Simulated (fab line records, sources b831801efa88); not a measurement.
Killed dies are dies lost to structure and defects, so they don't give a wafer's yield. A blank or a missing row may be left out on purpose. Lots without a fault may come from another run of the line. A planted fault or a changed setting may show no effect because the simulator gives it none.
Which tool did it? | flow sky130 | 10 lots, 30 wafers sampled, at 6 steps of a route of 708

WHAT THE GAUGES READ, wafer by wafer
SKY_VT_ADJUST_NCORE_OVL_MEAS_08.
lot  | measured     | on         | VT_ADJUST_NCORE_OVL (nm)
L998 | day 9 06:19  | overlay-02 | 2.4 0.8 0.0
L999 | day 9 10:19  | overlay-02 | 1.7 1.4 1.9
L103 | day 10 20:07 | overlay-02 | 0.9 1.1 -0.2
L104 | day 10 23:10 | overlay-02 | 1.0 -1.8 0.5
L108 | day 12 01:55 | overlay-01 | -1.4 -4.5 -1.1
L113 | day 13 23:40 | overlay-01 | 0.2 -0.8 0.1
L114 | day 14 00:35 | overlay-01 | 0.1 -1.8 -1.1
L115 | day 14 05:43 | overlay-02 | -0.6 -0.1 -0.8
L117 | day 14 16:10 | overlay-02 | -1.7 -1.8 -1.4
L119 | day 15 06:20 | overlay-02 | 0.5 -0.5 0.7

SKY_LDD_P_CD_MEAS_07: target cd 380 nm.
lot  | measured     | on        | cd_nm (nm)
L998 | day 19 17:35 | cd_sem-02 | 382.4 382.6 381.3
L999 | day 20 01:50 | cd_sem-01 | 374.4 375.0 374.7
L103 | day 22 02:12 | cd_sem-02 | - - -
L104 | day 22 02:56 | cd_sem-02 | 376.5 375.4 377.1
L108 | day 23 13:11 | cd_sem-02 | 380.0 380.0 382.1
L113 | day 25 16:38 | cd_sem-01 | 375.1 377.9 377.5
L114 | day 25 17:01 | cd_sem-01 | 377.8 380.3 378.8
L115 | day 25 23:29 | cd_sem-02 | 386.0 384.1 382.5
L117 | day 26 08:50 | cd_sem-01 | 381.3 381.8 381.6
L119 | day 26 21:55 | cd_sem-01 | 379.0 380.1 380.3

SKY_LDD_P_TW_MEAS_11.
lot  | measured     | on            | LDD_P_TW
L998 | day 19 17:59 | film_metro-01 | 648 652 652
L999 | day 20 02:14 | film_metro-02 | 640 638 638
L103 | day 22 02:35 | film_metro-04 | 30 30 30 30 30 30
L104 | day 22 03:19 | film_metro-04 | 626 628 626
L108 | day 23 13:36 | film_metro-02 | 631 633 635
L113 | day 25 17:03 | film_metro-01 | 658 658 655
L114 | day 25 17:25 | film_metro-02 | 635 633 635
L115 | day 25 23:53 | film_metro-02 | 634 633 634
L117 | day 26 09:15 | film_metro-01 | 648 647 644
L119 | day 26 22:19 | film_metro-01 | 650 647 651

WHICH TOOL RAN EACH LOT (tool, then ch and the chambers of the sampled wafers, then the start)
lot  | SKY_FIELD_ISO_ETCH_17           | SKY_SONOS_ONO_STRIP_17               | SKY_LDD_P_EXPOSE_04
L998 | rie_si-01 ch 0,1,3, day 2 16:16 | plasma_asher-04 ch 0,1, day 13 09:53 | iline_stepper-02 ch 0, day 19 02:43
L999 | rie_si-01 ch 0,1,3, day 2 20:06 | plasma_asher-04 ch 0,1, day 13 17:06 | iline_stepper-01 ch 0, day 19 10:59
L103 | rie_si-01 ch 0,3, day 3 18:28   | plasma_asher-03 ch 0,1, day 15 04:25 | iline_stepper-01 ch 0, day 21 10:16
L104 | rie_si-01 ch 1,2,3, day 3 21:43 | plasma_asher-03 ch 0,1, day 15 09:06 | iline_stepper-01 ch 0, day 21 11:32
L108 | rie_si-01 ch 1,2,3, day 4 20:27 | plasma_asher-03 ch 0,1, day 16 16:13 | iline_stepper-01 ch 0, day 22 22:08
L113 | rie_si-01 ch 0,1,2, day 6 02:31 | plasma_asher-01 ch 0,1, day 18 20:35 | iline_stepper-01 ch 0, day 25 01:35
L114 | rie_si-02 ch 1,3, day 6 02:52   | plasma_asher-01 ch 0,1, day 18 22:13 | iline_stepper-01 ch 0, day 25 02:27
L115 | rie_si-02 ch 0,2,3, day 6 09:04 | plasma_asher-04 ch 0,1, day 19 04:56 | iline_stepper-01 ch 0, day 25 08:30
L117 | rie_si-02 ch 0,1,3, day 6 17:54 | plasma_asher-01 ch 0,1, day 19 15:28 | iline_stepper-01 ch 0, day 25 18:38
L119 | rie_si-01 ch 0,3, day 7 05:27   | plasma_asher-01 ch 0,1, day 20 06:47 | iline_stepper-01 ch 0, day 26 07:28
- SKY_FIELD_ISO_ETCH_17: etches Si in HBr/Cl2/O2, target depth 342 nm, time 97.7 s.
- SKY_SONOS_ONO_STRIP_17: strips in O2/N2.
- SKY_LDD_P_EXPOSE_04: exposes mask PSDM, target cd 380 nm.

WHAT THE TOOLS THEMSELVES READ (means of the sampled wafers that have a number; where no wafer has one, the mark that the record gives instead)
SKY_FIELD_ISO_ETCH_17.
lot  | tool      | drypump_motor_current_A (A) | he_backside_leak_sccm (sccm) | mfc_cl2_sccm (sccm) | oes_product_au (a.u.) | throttle_valve_pct (%)
L998 | rie_si-01 | 6.2                         | 2.89                         | 40.20               | 1.003                 | 25.660
L999 | rie_si-01 | 6.2                         | 2.93                         | 39.94               | 0.995                 | 25.663
L103 | rie_si-01 | 6.0                         | 2.74                         | 40.00               | 0.997                 | 25.651
L104 | rie_si-01 | 5.9                         | 2.95                         | 40.03               | 1.000                 | 25.657
L108 | rie_si-01 | 5.9                         | 2.82                         | 40.00               | 0.995                 | 25.650
L113 | rie_si-01 | 5.8                         | 2.87                         | 40.05               | 0.996                 | 25.658
L114 | rie_si-02 | 5.6                         | 2.96                         | 40.08               | 0.996                 | 25.662
L115 | rie_si-02 | 5.6                         | 2.75                         | 40.00               | 0.994                 | 25.657
L117 | rie_si-02 | 6.0                         | 2.79                         | 40.00               | 0.998                 | 25.663
L119 | rie_si-01 | 6.0                         | 2.88                         | 40.07               | 0.988                 | 25.659

SKY_SONOS_ONO_STRIP_17.
lot  | tool            | drypump_motor_current_A (A) | oes_product_au (a.u.) | strip_time_to_endpoint_s (s)
L998 | plasma_asher-04 | 6.1                         | 0.715                 | 14.19
L999 | plasma_asher-04 | 6.2                         | 0.706                 | 14.08
L103 | plasma_asher-03 | 5.7                         | 0.713                 | 14.20
L104 | plasma_asher-03 | 5.7                         | 0.705                 | 14.15
L108 | plasma_asher-03 | 5.9                         | 0.715                 | 14.11
L113 | plasma_asher-01 | 6.1                         | 0.713                 | 14.15
L114 | plasma_asher-01 | 6.4                         | 0.707                 | 14.16
L115 | plasma_asher-04 | 6.1                         | 0.712                 | 14.10
L117 | plasma_asher-01 | 6.0                         | 0.704                 | 14.13
L119 | plasma_asher-01 | 6.4                         | 0.709                 | 14.09

SKY_LDD_P_EXPOSE_04.
lot  | tool             | stage_vel_mm_s (mm/s)
L998 | iline_stepper-02 | 500.24
L999 | iline_stepper-01 | 499.97
L103 | iline_stepper-01 | 500.04
L104 | iline_stepper-01 | 500.29
L108 | iline_stepper-01 | 500.32
L113 | iline_stepper-01 | 499.80
L114 | iline_stepper-01 | 499.61
L115 | iline_stepper-01 | 500.13
L117 | iline_stepper-01 | 499.93
L119 | iline_stepper-01 | 500.20

THE ANSWER, worked out from the rows above alone
Rule: what is usual is taken from the lots themselves. Put in order of their means at a reading, lots are off if they are a third of the lots or fewer, leave a main group of 4 or more, and stand apart from it by a gap of 3 or more times the standard deviation of the main group's means; of several such gaps the widest counts. A main group whose means are all the same, to the digits that the tables above print for the reading, isn't used. A lot without any number at a reading at which 4 lots or more have one is off too. The other lots that the step has rows for count as sound. The gauges are gone through in route order, then the tools' own readings, and for those a lot's mean is taken as printed above. The first step at which some lot is off is used, and at that step the reading that is off furthest; a lot without a number counts as furthest.
Off: L103, at SKY_LDD_P_CD_MEAS_07 (cd_nm). Without a number there: L103. The main group: mean 379.5 nm, standard deviation 2.9.
A tool fits if, at a process step before that reading, it ran every lot that is off, and no sound lot after the first of them. The gauges at SKY_LDD_P_CD_MEAS_07 aren't tried: what is off there is off at SKY_LDD_P_TW_MEAS_11 too, on other tools, and a gauge's error can't cause that. None of those tried fits.

WHAT THE SIMULATOR HAD PUT IN
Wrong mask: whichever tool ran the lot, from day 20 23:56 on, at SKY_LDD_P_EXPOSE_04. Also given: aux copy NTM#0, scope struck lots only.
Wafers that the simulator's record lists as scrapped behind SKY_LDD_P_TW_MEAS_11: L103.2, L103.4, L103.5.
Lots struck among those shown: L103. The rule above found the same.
